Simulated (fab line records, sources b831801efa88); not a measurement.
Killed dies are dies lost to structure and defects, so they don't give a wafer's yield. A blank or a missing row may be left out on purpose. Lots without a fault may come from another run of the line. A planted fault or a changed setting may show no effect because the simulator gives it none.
Which tool did it? | flow gf180mcu | 13 lots, 39 wafers sampled, at 5 steps of a route of 602

WHAT THE GAUGES READ, wafer by wafer
GF_VT_IMPLANT_TW_MEAS_43.
lot  | measured     | on            | VT_IMPLANT_4_TW
L605 | day 7 10:39  | film_metro-01 | 691 692 692
L608 | day 8 08:55  | film_metro-01 | 692 695 689
L611 | day 9 03:34  | film_metro-03 | 693 695 697
L614 | day 10 07:19 | film_metro-01 | 694 699 697
L615 | day 10 17:43 | film_metro-04 | 694 697 697
L616 | day 10 16:29 | film_metro-04 | 698 699 698
L617 | day 11 00:47 | film_metro-01 | 697 699 694
L619 | day 11 15:01 | film_metro-03 | 703 699 700
L620 | day 11 23:07 | film_metro-01 | 743 743 742
L622 | day 12 12:23 | film_metro-01 | 689 694 694
L623 | day 12 18:32 | film_metro-01 | 744 744 740
L624 | day 12 20:51 | film_metro-03 | 753 752 744
L627 | day 13 19:37 | film_metro-01 | 688 692 693

GF_POLY_GATE_CD_MEAS_10: target cd 280 nm.
lot  | measured     | on        | cd_nm (nm)
L605 | day 9 02:22  | cd_sem-02 | 279.8 277.2 278.4
L608 | day 10 01:06 | cd_sem-01 | 279.2 280.6 280.1
L611 | day 10 21:02 | cd_sem-01 | 279.6 280.0 279.3
L614 | day 12 02:25 | cd_sem-01 | 280.5 281.7 280.7
L615 | day 12 14:40 | cd_sem-01 | 279.3 280.4 280.8
L616 | day 12 10:46 | cd_sem-02 | 280.8 280.5 279.8
L617 | day 12 20:26 | cd_sem-01 | 280.3 280.1 279.1
L619 | day 13 12:43 | cd_sem-01 | 280.7 280.4 280.6
L620 | day 13 22:53 | cd_sem-01 | 280.0 280.7 280.5
L622 | day 14 10:49 | cd_sem-02 | 279.1 279.8 280.1
L623 | day 14 17:09 | cd_sem-01 | 280.2 280.5 281.0
L624 | day 15 00:11 | cd_sem-02 | 280.2 280.0 279.7
L627 | day 15 20:19 | cd_sem-01 | 278.8 279.9 279.6

GF_CONTACT_BOW_MEAS_05.
lot  | measured     | on            | CONTACT_BOW (um)
L605 | day 15 02:46 | film_metro-03 | 65 58 57
L608 | day 16 07:14 | film_metro-03 | 67 71 66
L611 | day 17 06:36 | film_metro-03 | 66 73 63
L614 | day 18 17:40 | film_metro-04 | 55 69 67
L615 | day 19 08:05 | film_metro-04 | 62 52 50
L616 | day 19 06:07 | film_metro-02 | 77 62 68
L617 | day 19 15:02 | film_metro-03 | 71 69 75
L619 | day 20 10:52 | film_metro-04 | 64 59 81
L620 | day 21 02:52 | film_metro-02 | 53 72 59
L622 | day 21 13:32 | film_metro-02 | 55 62 52
L623 | day 21 20:16 | film_metro-02 | 72 78 60
L624 | day 22 04:42 | film_metro-03 | 55 58 76
L627 | day 23 02:40 | film_metro-04 | 63 67 79

WHICH TOOL RAN EACH LOT (tool, then ch and the chambers of the sampled wafers, then the start)
lot  | GF_STI_CMP_25                | GF_VT_IMPLANT_IMPLANT_41
L605 | cmp-02 ch 0,1, day 2 03:42   | implanter-03 ch 0, day 7 10:24
L608 | cmp-01 ch 0,2, day 2 20:11   | implanter-03 ch 0, day 8 08:40
L611 | cmp-01 ch 1,2,3, day 3 10:24 | implanter-04 ch 0, day 9 03:20
L614 | cmp-02 ch 2,3, day 4 05:02   | implanter-03 ch 0, day 10 07:06
L615 | cmp-02 ch 1,2, day 4 11:46   | implanter-04 ch 0, day 10 17:29
L616 | cmp-02 ch 0,1,2, day 4 15:52 | implanter-02 ch 0, day 10 16:17
L617 | cmp-02 ch 1,2,3, day 4 21:03 | implanter-04 ch 0, day 11 00:34
L619 | cmp-01 ch 1,2, day 5 07:42   | implanter-03 ch 0, day 11 14:47
L620 | cmp-01 ch 0,1,3, day 5 13:25 | implanter-03 ch 0, day 11 22:53
L622 | cmp-02 ch 0,3, day 5 20:31   | implanter-02 ch 0, day 12 12:10
L623 | cmp-01 ch 1,2,3, day 6 03:04 | implanter-03 ch 0, day 12 18:17
L624 | cmp-01 ch 0,3, day 6 04:37   | implanter-03 ch 0, day 12 20:36
L627 | cmp-01 ch 2,3, day 6 23:11   | implanter-04 ch 0, day 13 19:23
- GF_STI_CMP_25: polishes, stops on Si3N4, t overpolish 33 s, target thk 524.6 nm.
- GF_VT_IMPLANT_IMPLANT_41

WHAT THE TOOLS THEMSELVES READ (means of the sampled wafers that have a number; where no wafer has one, the mark that the record gives instead)
GF_STI_CMP_25.
lot  | tool   | motor_current_A (A) | overpolish_run_s (s) | retaining_ring_pressure_frac | time_to_endpoint_s (s)
L605 | cmp-02 | 12.6                | 32.998               | 1.001                        | 129
L608 | cmp-01 | 13.4                | 33.008               | 1.000                        | 127
L611 | cmp-01 | 13.4                | 32.996               | 1.001                        | 121
L614 | cmp-02 | 11.9                | 33.000               | 1.002                        | 122
L615 | cmp-02 | 12.2                | 32.989               | 1.000                        | 120
L616 | cmp-02 | 12.4                | 33.003               | 0.998                        | 123
L617 | cmp-02 | 12.1                | 33.012               | 0.999                        | 118
L619 | cmp-01 | 13.3                | 33.003               | 0.999                        | 121
L620 | cmp-01 | 12.4                | 33.004               | 1.003                        | 115
L622 | cmp-02 | 12.3                | 32.993               | 1.001                        | 119
L623 | cmp-01 | 13.5                | 32.997               | 1.004                        | 121
L624 | cmp-01 | 13.8                | 32.994               | 0.997                        | 125
L627 | cmp-01 | 14.4                | 32.995               | 0.997                        | 119

GF_VT_IMPLANT_IMPLANT_41.
lot  | tool         | beam_energy_keV | end_station_pressure_torr (Torr)
L605 | implanter-03 | 70.002          | 4.99e-06
L608 | implanter-03 | 69.955          | 4.97e-06
L611 | implanter-04 | 69.996          | 4.93e-06
L614 | implanter-03 | 70.012          | 5.13e-06
L615 | implanter-04 | 69.999          | 4.93e-06
L616 | implanter-02 | 69.980          | 5.06e-06
L617 | implanter-04 | 69.999          | 5.10e-06
L619 | implanter-03 | 70.016          | 5.10e-06
L620 | implanter-03 | 88.936          | 4.69e-06
L622 | implanter-02 | 69.998          | 4.95e-06
L623 | implanter-03 | 88.935          | 5.17e-06
L624 | implanter-03 | 88.906          | 4.98e-06
L627 | implanter-04 | 70.021          | 4.77e-06

THE ANSWER, worked out from the rows above alone
Rule: what is usual is taken from the lots themselves. Put in order of their means at a reading, lots are off if they are a third of the lots or fewer, leave a main group of 4 or more, and stand apart from it by a gap of 3 or more times the standard deviation of the main group's means; of several such gaps the widest counts. A main group whose means are all the same, to the digits that the tables above print for the reading, isn't used. A lot without any number at a reading at which 4 lots or more have one is off too. The other lots that the step has rows for count as sound. The gauges are gone through in route order, then the tools' own readings, and for those a lot's mean is taken as printed above. The first step at which some lot is off is used, and at that step the reading that is off furthest; a lot without a number counts as furthest.
Off: L620, L623, L624, at GF_VT_IMPLANT_TW_MEAS_43 (VT_IMPLANT_4_TW). The main group: mean 695, standard deviation 3.
A tool fits if, at a process step before that reading, it ran every lot that is off, and no sound lot after the first of them. The gauges at GF_VT_IMPLANT_TW_MEAS_43 aren't tried: what is off there is off at GF_VT_IMPLANT_IMPLANT_41 too, on other tools, and a gauge's error can't cause that. One fits: implanter-03 at GF_VT_IMPLANT_IMPLANT_41. Its last sound lot is L619 (day 11 14:47), its first lot that is off L620 (day 11 22:53): a fault that began between those two fits.
The tool's own readings at GF_VT_IMPLANT_IMPLANT_41 bear it out: on the lots that are off they differ by more than 5 times the standard deviation of the sound lots' means. beam_energy_keV reads 88.926 there against 69.998 on the sound lots.

WHAT THE SIMULATOR HAD PUT IN
Process parameter drift: implanter-03, from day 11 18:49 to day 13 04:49, at GF_VT_IMPLANT_IMPLANT_41. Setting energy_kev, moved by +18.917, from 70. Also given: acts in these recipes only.
Lots struck among those shown: L620, L623, L624. The rule above found the same.
